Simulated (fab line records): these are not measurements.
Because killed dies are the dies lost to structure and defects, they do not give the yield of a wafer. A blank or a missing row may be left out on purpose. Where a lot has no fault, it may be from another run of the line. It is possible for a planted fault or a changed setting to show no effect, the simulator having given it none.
fab line records -- flow sky130 -- part 2 of 2: steps 31 to 37 of 37
[record] lots = 5, wafers = 15, last-day = 49
route steps=708 shown METAL4@601 CAP2M@603
lots that met no fault: from a run of the same line without faults
start-h: the number of hours between the record's first day and the start of the first shown wafer of the lot -- wait-h: hours from the lot's prior step to this one -- " identical to the entry in the row above -- L1.1+2: one row covering several wafers at once -- - no value present, or no start provided -- * or withheld: withheld -- < > ~ a bound
route shown NAME@n: a module of which the file shows steps, and the number in the route of the first -- usual: mean/standard deviation taken from wafers without a fault -- same: alike in all rows -- chamber/n: place in a boat -- sites: per-site readings -- _std_site: the standard deviation of these -- _edge_site: outer sites' mean less inner sites' -- radius-mm: how far each site lies from the wafer's centre -- mask NAME#n: copy n -- behind: the most recent tool/chamber to have shaped the wafer -- hold: cause of the lot's hold/its duration in hours/its outcome -- device: which transistor (n, p or np) failed to switch -- end of line: the same wafers' tests at the end of the route -- a step with no rows: only its recipe -- killed: at the first sort, the dies lost to defects and structure; wafer yield is something else -- map: dies across one wafer; x = killed, . = not, _ = none there
set.NAME: the setting that was run; set.NAME@STEP: the one run at that earlier step -- model.NAME: the simulator's own value behind a step, which no gauge read
a table for each step, a row for each wafer; lots at some steps of the route
services: the hour from which a tool's chamber was out of use, counted from the record's first day as start-h (under 0 if before that day), plus the number of hours and why
[[steps]]
[step SKY_METAL4_DESCUM_15]
[recipe] chemistry = O2, source-power-w = 150, bias-power-w = 0, pressure-mtorr = 10, temp-c = 40, time-s = 8
[usual] chamber-pressure-mTorr = 10.000/0.0092, drypump-motor-current-A = 5.7/0.6, oes-product-au = 0.998/0.0084
lot.wafer,tool,chamber,start-h,wait-h,chamber-pressure-mTorr,drypump-motor-current-A,oes-product-au,rf-hours-counter-h
L074.2,rie-metal-02,1,977.23,0.0,10.005,5.0,1.006,12
L074.5,rie-metal-02,0,977.23,0.0,10.013,5.2,0.987,-
L074.6,rie-metal-02,1,977.23,0.0,9.982,5.0,1.009,-
L079.1,rie-metal-02,1,1011.83,0.0,9.991,5.1,0.998,14
L079.2,rie-metal-02,0,1011.83,0.0,9.992,5.2,0.996,17
L079.5,rie-metal-02,1,1011.83,0.0,9.992,5.1,1.002,-
L082.1,rie-metal-03,1,1032.50,0.0,9.983,5.9,0.993,14
L082.2,rie-metal-03,0,1032.50,0.0,10.008,6.2,1.001,12
L082.3,rie-metal-03,1,1032.50,0.0,10.005,5.9,0.993,-
L083.3,rie-metal-02,0,1042.51,0.0,10.012,5.2,0.985,-
L083.5,rie-metal-02,1,1042.51,0.0,10.003,5.0,0.997,-
L083.6,rie-metal-02,0,1042.51,0.0,9.980,5.2,0.990,-
L089.1,rie-metal-02,0,1083.62,0.0,9.998,5.2,0.977,20
L089.4,rie-metal-02,0,1083.62,0.0,9.998,5.2,0.992,-
L089.6,rie-metal-02,1,1083.62,0.0,9.995,5.1,1.012,-
[step SKY_METAL4_ETCH_16]
[recipe] chemistry = N2/H2, target = BARC, ion-energy-ev = 195.3, bias-w = 100, pressure-mtorr = 30, n2-flow-sccm = 100, h2-flow-sccm = 200, icp-w = 500, stop-on = SiO2, time-s = 88.2, target-depth-a = 600
[usual] chamber-pressure-mTorr = 29.997/0.024, drypump-motor-current-A = 5.7/0.59, oes-product-au = 0.626/0.005, throttle-valve-pct = 13.205/0.0091
lot.wafer,tool,chamber,start-h,wait-h,chamber-pressure-mTorr,drypump-motor-current-A,oes-product-au,rf-hours-counter-h,throttle-valve-pct
L074.2,rie-metal-02,1,977.26,0.0,29.987,5.0,0.624,12,13.198
L074.5,rie-metal-02,0,977.26,0.0,29.975,5.2,0.633,-,13.211
L074.6,rie-metal-02,1,977.26,0.0,30.003,5.0,0.634,-,13.201
L079.1,rie-metal-02,1,1011.86,0.0,29.947,5.0,0.629,14,13.196
L079.2,rie-metal-02,0,1011.86,0.0,30.009,5.2,0.627,17,13.192
L079.5,rie-metal-02,1,1011.86,0.0,29.968,5.0,0.628,-,13.210
L082.1,rie-metal-03,1,1032.53,0.0,29.978,5.9,0.631,14,13.216
L082.2,rie-metal-03,0,1032.53,0.0,29.991,6.2,0.631,12,13.200
L082.3,rie-metal-03,1,1032.53,0.0,29.977,5.9,0.628,-,13.210
L083.3,rie-metal-02,0,1042.56,0.0,29.982,5.2,0.624,-,13.205
L083.5,rie-metal-02,1,1042.56,0.0,29.991,5.0,0.622,-,13.194
L083.6,rie-metal-02,0,1042.56,0.0,29.978,5.2,0.623,-,13.205
L089.1,rie-metal-02,0,1083.65,0.0,30.012,5.2,0.628,20,13.229
L089.4,rie-metal-02,0,1083.65,0.0,29.974,5.2,0.618,-,13.206
L089.6,rie-metal-02,1,1083.65,0.0,30.007,5.0,0.618,-,13.222
[step SKY_METAL4_ETCH_17]
[recipe] target = SiO2, stop-on = TiN, chemistry = C4F8/O2/Ar, source-w = 1500, bias-w = 1200, pressure-mtorr = 40, c4f8-flow-sccm = withheld, O2_flow_sccm = 6, Ar_flow_sccm = 300, time-s = 3.9, target-depth-a = 150
[usual] chamber-pressure-mTorr = 40.00/0.037, oes-product-au = 0.756/0.0073
lot.wafer,tool,chamber,start-h,wait-h,chamber-pressure-mTorr,oes-product-au,rf-hours-counter-h
L074.2,rie-diel-01,3,977.36,0.1,39.99,0.755,9
L074.5,rie-diel-01,1,977.36,0.1,40.06,0.756,-
L074.6,rie-diel-01,0,977.36,0.1,40.00,0.754,-
L079.1,rie-diel-03,2,1011.96,0.1,39.98,0.753,14
L079.2,rie-diel-03,0,1011.96,0.1,40.01,0.757,9
L079.5,rie-diel-03,1,1011.96,0.1,40.01,0.758,-
L082.1,rie-diel-02,3,1032.63,0.1,40.05,0.749,23
L082.2,rie-diel-02,0,1032.63,0.1,39.99,0.738,21
L082.3,rie-diel-02,1,1032.63,0.1,39.94,0.751,18
L083.3,rie-diel-02,3,1042.63,0.0,39.95,0.743,23
L083.5,rie-diel-02,2,1042.63,0.0,40.01,0.751,-
L083.6,rie-diel-02,3,1042.63,0.0,40.02,0.761,-
L089.1,rie-diel-03,3,1083.75,0.1,39.98,0.753,8
L089.4,rie-diel-03,1,1083.75,0.1,39.94,0.764,17
L089.6,rie-diel-03,1,1083.75,0.1,40.02,0.756,-
[step SKY_METAL4_METAL_ETCH_18]
[recipe] target-depth-a = 8450, stop-on = SiO2, over-etch-frac = 0.3, time-s = 183.1, chemistry = Cl2/BCl3, resist-sidewall-deg = 88, pressure-mtorr = 10, icp-w = 900, bias-w = 48.5, Cl2_flow_sccm = 60, bcl3-flow-sccm = 30
[usual] chamber-pressure-mTorr = 10.000/0.0085, drypump-motor-current-A = 5.9/0.51, oes-product-au = 0.865/0.0071, throttle-valve-pct = 22.265/0.0088
lot.wafer,tool,chamber,start-h,wait-h,chamber-pressure-mTorr,drypump-motor-current-A,oes-product-au,rf-hours-counter-h,throttle-valve-pct
L074.2,rie-metal-03,1,977.38,0.0,10.003,5.9,0.865,11,22.263
L074.5,rie-metal-03,1,977.38,0.0,9.998,5.9,0.876,-,22.248
L074.6,rie-metal-03,0,977.38,0.0,9.998,6.2,0.870,-,22.258
L079.1,rie-metal-03,0,1011.98,0.0,10.004,6.2,0.861,11,22.262
L079.2,rie-metal-03,1,1011.98,0.0,9.996,5.9,0.861,13,22.256
L079.5,rie-metal-03,1,1011.98,0.0,9.997,5.9,0.868,-,22.267
L082.1,rie-metal-02,0,1032.65,0.0,10.008,5.2,0.857,18,22.283
L082.2,rie-metal-02,1,1032.65,0.0,9.999,5.0,0.865,15,22.271
L082.3,rie-metal-02,1,1032.65,0.0,10.003,5.0,0.851,-,22.269
L083.3,rie-metal-03,0,1042.71,0.1,9.988,6.2,0.855,-,22.264
L083.5,rie-metal-03,0,1042.71,0.1,10.015,6.2,0.861,-,22.284
L083.6,rie-metal-03,1,1042.71,0.1,9.994,5.9,0.868,-,22.263
L089.1,rie-metal-01,1,1083.77,0.0,10.002,6.4,0.874,22,22.261
L089.4,rie-metal-01,1,1083.77,0.0,10.002,6.4,0.858,-,22.276
L089.6,rie-metal-01,1,1083.77,0.0,10.004,6.4,0.876,-,22.279
[step SKY_METAL4_STRIP_19]
[recipe] chemistry = O2/N2, power-w = 1400, pressure-mtorr = 1500, platen-temp-c = withheld, o2-flow-sccm = 3000, n2-flow-sccm = 300, overash-fraction = 0.5
[usual] chamber-pressure-mTorr = 1499.9/1.4, drypump-motor-current-A = 5.9/0.41, o2-flow-sccm = 2999/8.4, oes-product-au = 0.502/0.0049, strip-time-to-endpoint-s = 6.54/0.067
lot.wafer,tool,chamber,start-h,wait-h,chamber-pressure-mTorr,drypump-motor-current-A,o2-flow-sccm,oes-product-au,rf-hours-counter-h,strip-time-to-endpoint-s
L074.2,plasma-asher-01,1,977.56,0.1,1501.0,6.0,3002,0.491,51,6.46
L074.5,plasma-asher-01,0,977.56,0.1,1503.3,6.5,3007,0.508,-,6.50
L074.6,plasma-asher-01,1,977.56,0.1,1500.2,6.0,3015,0.502,-,6.55
L079.1,plasma-asher-01,1,1012.16,0.1,1498.8,6.0,2998,0.496,55,6.58
L079.2,plasma-asher-01,0,1012.16,0.1,1499.7,6.5,2990,0.504,55,6.63
L079.5,plasma-asher-01,1,1012.16,0.1,1497.7,6.0,3004,0.498,-,6.57
L082.1,plasma-asher-01,0,1032.83,0.1,1501.5,6.5,3003,0.503,57,6.54
L082.2,plasma-asher-01,1,1032.83,0.1,1499.9,6.0,2993,0.500,57,6.36
L082.3,plasma-asher-01,0,1032.83,0.1,1500.0,6.5,2997,0.495,-,6.49
L083.3,plasma-asher-04,1,1042.86,0.1,1501.6,5.5,2994,0.496,-,6.57
L083.5,plasma-asher-04,1,1042.86,0.1,1499.4,5.5,3000,0.503,-,6.56
L083.6,plasma-asher-04,0,1042.86,0.1,1503.2,5.9,3000,0.509,-,6.59
L089.1,plasma-asher-02,1,1084.12,0.3,1497.7,6.1,3001,0.502,37,6.59
L089.4,plasma-asher-02,0,1084.12,0.3,1501.0,5.2,3005,0.506,-,6.60
L089.6,plasma-asher-02,0,1084.12,0.3,1499.4,5.3,2988,0.511,-,6.51
[step SKY_METAL4_STRIP_20]
[recipe] chemistry = post-etch-residue-remover, time-s = 1200, temp-c = 72.5
lot.wafer,tool,chamber,start-h,wait-h
L074.2+5+6,wet-bench-03,1,977.66,0.1
L079.1+2+5,wet-bench-04,0,1012.26,0.1
L082.1+2+3,wet-bench-03,1,1032.93,0.1
L083.3+5+6,wet-bench-02,0,1042.93,0.0
L089.1+4+6,wet-bench-02,1,1084.22,0.1
[step SKY_METAL4_CLEAN_21]
[recipe] chemistry = IPA, time-s = 180, temp-c = 25
lot.wafer,tool,chamber,start-h,wait-h
L074.2+5+6,wet-bench-04,1,978.00,0.0
L079.1+2+5,wet-bench-03,2,1012.63,0.0
L082.1+2+3,wet-bench-03,3,1033.27,0.0
L083.3+5+6,wet-bench-03,2,1043.27,0.0
L089.1+4+6,wet-bench-03,1,1084.56,0.0
[[services]]
tool,chamber,start-h,hours,kind
pvd-sputter-03,-,904.85,24.6,repair
rie-metal-03,1,909.49,4.4,repair
iline-stepper-01,-,911.30,4.4,pm
krf-scanner-01,-,929.28,1.3,pm
iline-stepper-01,-,931.96,3.6,repair
iline-stepper-01,-,942.96,1.7,pm
krf-scanner-01,-,951.72,3.6,pm
pvd-sputter-02,-,965.46,5.1,repair
iline-stepper-01,-,967.17,2.1,pm
krf-scanner-01,-,967.60,0.8,pm
krf-scanner-01,-,969.75,2.3,repair
pecvd-01,-,981.27,2.8,pm
pvd-sputter-01,-,999.93,6.8,repair
wet-bench-02,-,1000.37,14.3,repair
krf-scanner-01,-,1014.05,0.2,repair
wet-bench-03,-,1019.68,2.5,repair
plasma-asher-01,-,1042.24,1.0,repair
krf-scanner-01,-,1044.71,1.0,pm
pvd-sputter-03,-,1047.69,3.0,repair
plasma-asher-01,-,1049.37,0.5,repair
rie-metal-02,-,1053.82,0.5,repair
plasma-asher-03,-,1055.25,9.0,pm
iline-stepper-01,-,1061.79,2.0,repair
rie-metal-02,-,1062.40,14.6,pm
